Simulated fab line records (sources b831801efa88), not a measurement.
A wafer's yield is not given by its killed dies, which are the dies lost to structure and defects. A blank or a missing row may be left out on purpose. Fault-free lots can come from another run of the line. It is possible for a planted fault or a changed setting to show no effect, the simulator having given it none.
Which tool did it? -- flow gf180mcu -- Sampling: 13 lots, 39 wafers, 5 of 602 route steps

WHAT THE GAUGES READ, wafer by wafer
GF_STI_THK_MEAS_22.
lot,measured,on,STI_OXIDATION_01_THK (nm)
L266,day 2 04:05,film-metro-04,14.62 14.75 14.38
L267,day 2 09:03,film-metro-03,14.92 14.56 14.69
L268,day 2 14:33,film-metro-02,14.64 14.51 14.66
L269,day 2 19:48,film-metro-04,14.76 15.11 15.13
L270,day 3 02:43,film-metro-04,14.83 14.83 15.18
L271,day 3 09:31,film-metro-04,15.06 15.30 15.25
L272,day 3 12:02,film-metro-04,14.53 14.50 14.68
L273,day 3 17:32,film-metro-04,14.80 14.69 14.58
L275,day 4 04:19,film-metro-03,15.14 15.24 15.39
L277,day 4 12:29,film-metro-04,15.35 15.15 15.41
L281,day 5 09:08,film-metro-04,14.83 14.79 14.93
L284,day 6 01:37,film-metro-02,15.37 15.28 15.37
L289,day 7 07:56,film-metro-04,14.93 14.89 14.81

GF_VT_IMPLANT_OVL_MEAS_40.
lot,measured,on,VT_IMPLANT_03_OVL (nm)
L266,day 7 13:45,overlay-01,-2.3 -1.5 -3.3
L267,day 7 17:42,overlay-01,-1.3 -2.3 -0.2
L268,day 8 01:51,overlay-01,-0.4 -1.9 -0.2
L269,day 8 09:17,overlay-02,0.6 0.0 1.9
L270,day 8 22:59,overlay-02,-1.3 -2.9 -0.2
L271,day 9 05:59,overlay-02,1.4 1.2 1.9
L272,day 9 07:53,overlay-02,0.9 -1.7 -1.9
L273,day 9 15:50,overlay-01,0.3 -0.3 -2.2
L275,day 10 07:00,overlay-01,-2.0 -0.1 0.6
L277,day 10 17:50,overlay-02,-2.7 -0.5 -1.4
L281,day 11 17:32,overlay-02,0.1 1.8 0.7
L284,day 12 16:48,overlay-01,-0.7 -2.3 -0.4
L289,day 14 12:36,overlay-01,1.7 -0.7 -0.1

WHAT TOOL EACH LOT RAN ON (gives the tool, then ch and the chambers of the sampled wafers, and finally the start)
lot,GF_MVSD_COAT_02,GF_MVSD_STRIP_10,GF_MVPSD_STRIP_10
L266,"litho-track-04 ch 0, day 4 04:54","plasma-asher-04 ch 0,1, day 4 11:43","plasma-asher-03 ch 0,1, day 5 02:01"
L267,"litho-track-03 ch 0, day 4 08:20","plasma-asher-02 ch 0,1, day 4 15:12","plasma-asher-03 ch 0,1, day 5 05:18"
L268,"litho-track-02 ch 0, day 4 14:19","plasma-asher-04 ch 0,1, day 4 21:39","plasma-asher-03 ch 0,1, day 5 12:03"
L269,"litho-track-03 ch 0, day 4 20:35","plasma-asher-03 ch 0,1, day 5 04:19","plasma-asher-03 ch 0,1, day 5 18:52"
L270,"litho-track-02 ch 0, day 5 08:17","plasma-asher-03 ch 0,1, day 5 15:55","plasma-asher-01 ch 0,1, day 6 07:01"
L271,"litho-track-03 ch 0, day 5 12:59","plasma-asher-02 ch 0,1, day 5 20:44","plasma-asher-03 ch 0,1, day 6 11:38"
L272,"litho-track-04 ch 0, day 5 15:47","plasma-asher-03 ch 0,1, day 5 23:25","plasma-asher-04 ch 0,1, day 6 14:49"
L273,"litho-track-03 ch 0, day 5 20:43","plasma-asher-02 ch 0,1, day 6 04:40","plasma-asher-01 ch 1, day 6 19:50"
L275,"litho-track-03 ch 0, day 6 10:05","plasma-asher-02 ch 0,1, day 6 18:01","plasma-asher-03 ch 0,1, day 7 09:58"
L277,"litho-track-02 ch 0, day 6 18:41","plasma-asher-02 ch 0,1, day 7 03:28","plasma-asher-03 ch 0,1, day 7 19:49"
L281,"litho-track-02 ch 0, day 7 17:02","plasma-asher-02 ch 0,1, day 8 01:52","plasma-asher-01 ch 0,1, day 8 18:25"
L284,"litho-track-02 ch 0, day 8 11:35","plasma-asher-04 ch 0,1, day 8 20:29","plasma-asher-01 ch 0,1, day 9 14:17"
L289,"litho-track-03 ch 0, day 10 00:56","plasma-asher-02 ch 0,1, day 10 10:37","plasma-asher-04 ch 0,1, day 11 05:05"
- GF_MVSD_COAT_02: resist thk 3000 nm.
- GF_MVSD_STRIP_10: strips in O2/N2.
- GF_MVPSD_STRIP_10: strips in O2/N2.

WHAT THE TOOLS THEMSELVES READ (means of the sampled wafers that have a number; where no wafer has one, the mark that the record gives instead)
GF_MVSD_COAT_02.
lot,tool,chill-plate-temp-C (C)
L266,litho-track-04,22.89
L267,litho-track-03,22.99
L268,litho-track-02,23.02
L269,litho-track-03,23.14
L270,litho-track-02,22.93
L271,litho-track-03,22.97
L272,litho-track-04,22.99
L273,litho-track-03,22.83
L275,litho-track-03,22.88
L277,litho-track-02,22.98
L281,litho-track-02,22.94
L284,litho-track-02,22.95
L289,litho-track-03,23.12

GF_MVSD_STRIP_10.
lot,tool,drypump-motor-current-A (A),heater-power-w (W),oes-product-au (a.u.),strip-time-to-endpoint-s (s)
L266,plasma-asher-04,5.8,349,0.723,37.11
L267,plasma-asher-02,5.9,342,0.718,37.00
L268,plasma-asher-04,5.8,342,0.720,37.11
L269,plasma-asher-03,6.3,330,0.723,36.91
L270,plasma-asher-03,6.3,334,0.724,36.96
L271,plasma-asher-02,5.8,344,0.723,36.90
L272,plasma-asher-03,6.0,336,0.721,37.11
L273,plasma-asher-02,5.6,353,0.730,36.86
L275,plasma-asher-02,5.9,341,0.724,36.95
L277,plasma-asher-02,5.6,357,0.722,37.05
L281,plasma-asher-02,5.8,342,0.717,22.19
L284,plasma-asher-04,5.8,350,0.716,22.22
L289,plasma-asher-02,5.6,359,0.720,36.84

GF_MVPSD_STRIP_10.
lot,tool,drypump-motor-current-A (A),heater-power-w (W),oes-product-au (a.u.),strip-time-to-endpoint-s (s)
L266,plasma-asher-03,6.0,337,0.721,37.22
L267,plasma-asher-03,6.0,333,0.721,37.08
L268,plasma-asher-03,6.0,335,0.728,37.13
L269,plasma-asher-03,6.0,334,0.723,37.01
L270,plasma-asher-01,6.0,339,0.724,36.94
L271,plasma-asher-03,6.3,335,0.722,36.98
L272,plasma-asher-04,5.8,348,0.720,36.84
L273,plasma-asher-01,5.9,345,0.720,37.07
L275,plasma-asher-03,6.0,329,0.724,37.17
L277,plasma-asher-03,6.3,328,0.721,36.89
L281,plasma-asher-01,6.0,336,0.724,36.96
L284,plasma-asher-01,6.0,331,0.725,36.84
L289,plasma-asher-04,5.8,350,0.723,37.12

THE ANSWER, worked out from the rows above alone
Rule: the usual values come from the lots themselves. Put in order of their means at a reading, lots are off if they are a third of the lots or fewer, leave a main group of 4 or more, and stand apart from it by a gap of 3 or more times the standard deviation of the main group's means; of several such gaps the widest counts. If all means in a main group match to the digits the tables above print for the reading, that group is not used. A lot without any number at a reading at which 4 lots or more have one is off too. The other lots that the step has rows for count as sound. Order of review: gauges by route order, followed by the tools' own readings, for which a lot's mean as printed above is used. The first step at which some lot is off is used, and at that step the reading that is off furthest; a lot without a number counts as furthest.
Off: L281, L284 (GF_MVSD_STRIP_10, strip-time-to-endpoint-s). For the main group the mean is 36.98 s and the standard deviation 0.097.
If a tool, at that step or one of the process steps before it, ran each lot that is off and ran no sound lot following the first of them, it fits. One candidate fits, namely litho-track-02 at GF_MVSD_COAT_02. Its last sound lot is L277 (day 6 18:41), its first lot that is off L281 (day 7 17:02): a fault that began between those two fits.

WHAT THE SIMULATOR HAD INSERTED
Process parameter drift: litho-track-02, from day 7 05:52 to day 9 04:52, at GF_MVSD_COAT_02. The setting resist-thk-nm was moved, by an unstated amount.
Shown lots that were struck: L281, L284. This agrees with what the rule above found.
